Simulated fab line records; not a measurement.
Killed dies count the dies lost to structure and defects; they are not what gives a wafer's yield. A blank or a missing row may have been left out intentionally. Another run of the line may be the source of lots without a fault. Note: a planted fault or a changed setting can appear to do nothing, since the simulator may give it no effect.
A lot that was struck, set against a sound lot || flow sfq-line || 14 out of 325 route steps
Sound: these wafers, L720.2, L720.3, L720.5. The struck wafers were L731.1, L731.2, L731.4. The cause is named last.
Order at every step that has rows: each side's tool, ch and its chambers, its first start. Under that, the readings that differ: sound wafers || struck wafers || difference of the means || sigmas: that difference in standard deviations of wafers without a fault.
alike: words and numbers the same on both sides, and readings whose means are apart by under 2 such deviations; not compared: readings that were withheld, readings missing a value for some wafer, numbers with overlapping values and no deviation given by the record, and bounds like >300 which may hide the same value.
A row with sigmas, a row that says differs or no value, or rows on one side alone: a step with any of these is where the two part. When numbers do not overlap yet have no deviation, they are printed without sigmas and do not part them. A reading missing from all wafers of one side parts the sides only when that side holds two or more wafers.

SFQ_TRILAYER_M7_BARC_OPEN_METAL_ETCH_229: etches BARC in O2, target depth 125 nm, time 41.7 s.
  sound on rie-metal-02 ch 0,1, day 84 16:41; struck on rie-metal-02 ch 0,1, day 88 11:45
  alike: drypump-motor-current-A, oes-product-au
  not compared: rf-hours-counter-h
then, 1 step without rows for these wafers: SFQ_TRILAYER_M7_ETCH_METAL_ETCH_180 (etches Nb in Cl2/Ar, stops on SiO2, target depth 240 nm, time 120 s).
SFQ_TRILAYER_M7_STRIP_STRIP_181: strips in O2.
  sound on rie-metal-02 ch 0,1, day 84 16:53; struck on rie-metal-02 ch 0,1, day 88 11:56
  alike: drypump-motor-current-A, oes-product-au, platen-temp-c
  not compared: rf-hours-counter-h
then, 1 step without rows for these wafers: SFQ_TRILAYER_M7_STRIP_SOLV_CLEAN_182 (cleans in NMP, time 600 s).
SFQ_TRILAYER_I7_DEP_PECVD_183: deposits SiO2 from SiH4/N2O, time 111.11 s, target thk 500 nm.
  sound on pecvd-03 ch 1,2, day 84 17:39; struck on pecvd-02 ch 0,1,2, day 88 12:43
  alike: heater-power-w, throttle-valve-pct
SFQ_TRILAYER_I7_CMP_CMP_184: polishes SiO2.
  sound on cmp-01 ch 0,2,3, day 84 20:14; struck on cmp-01 ch 0,2,3, day 88 14:28
  alike: motor-current-A, time-to-endpoint-s
SFQ_I7_BOW_MEAS_946:
  struck on film-metro-02, day 88 17:28; sound on film-metro-02, day 84 23:16
  alike: I7_BOW
SFQ_TRILAYER_I7_METRO_MEASURE_185:
  struck on film-metro-02, day 88 17:35; sound on film-metro-02, day 84 23:34
  alike: thk-nm
then, 4 steps without rows for these wafers: SFQ_TRILAYER_I7_VIA_LITHO_COAT_192 (resist thk 62 nm); SFQ_TRILAYER_I7_VIA_LITHO_COAT_187 (resist thk 650 nm); SFQ_TRILAYER_I7_VIA_LITHO_SOFTBAKE_191; SFQ_TRILAYER_I7_VIA_LITHO_EXPOSE_188 (exposes mask I7, target cd 1000 nm).
-- the record jumps here: 3 days lie between the struck wafers' starts before and after --
SFQ_TRILAYER_I7_VIA_LITHO_PEB_190: peb time 60 s.
  struck on litho-track-02, day 91 05:36; sound on litho-track-02 ch 0, day 89 10:14
  no value came back on the struck wafers for chill-plate-temp-C (C), exhaust-pa (Pa); on the sound wafers chill-plate-temp-C (C) reads 22.90 22.79 22.88
then, 1 step without rows for these wafers: SFQ_TRILAYER_I7_VIA_LITHO_DEVELOP_189 (time 60 s).

== WHERE THEY PART ==
SFQ_TRILAYER_I7_VIA_LITHO_PEB_190 only, going by this record.

WHY: what had been put in by the simulator
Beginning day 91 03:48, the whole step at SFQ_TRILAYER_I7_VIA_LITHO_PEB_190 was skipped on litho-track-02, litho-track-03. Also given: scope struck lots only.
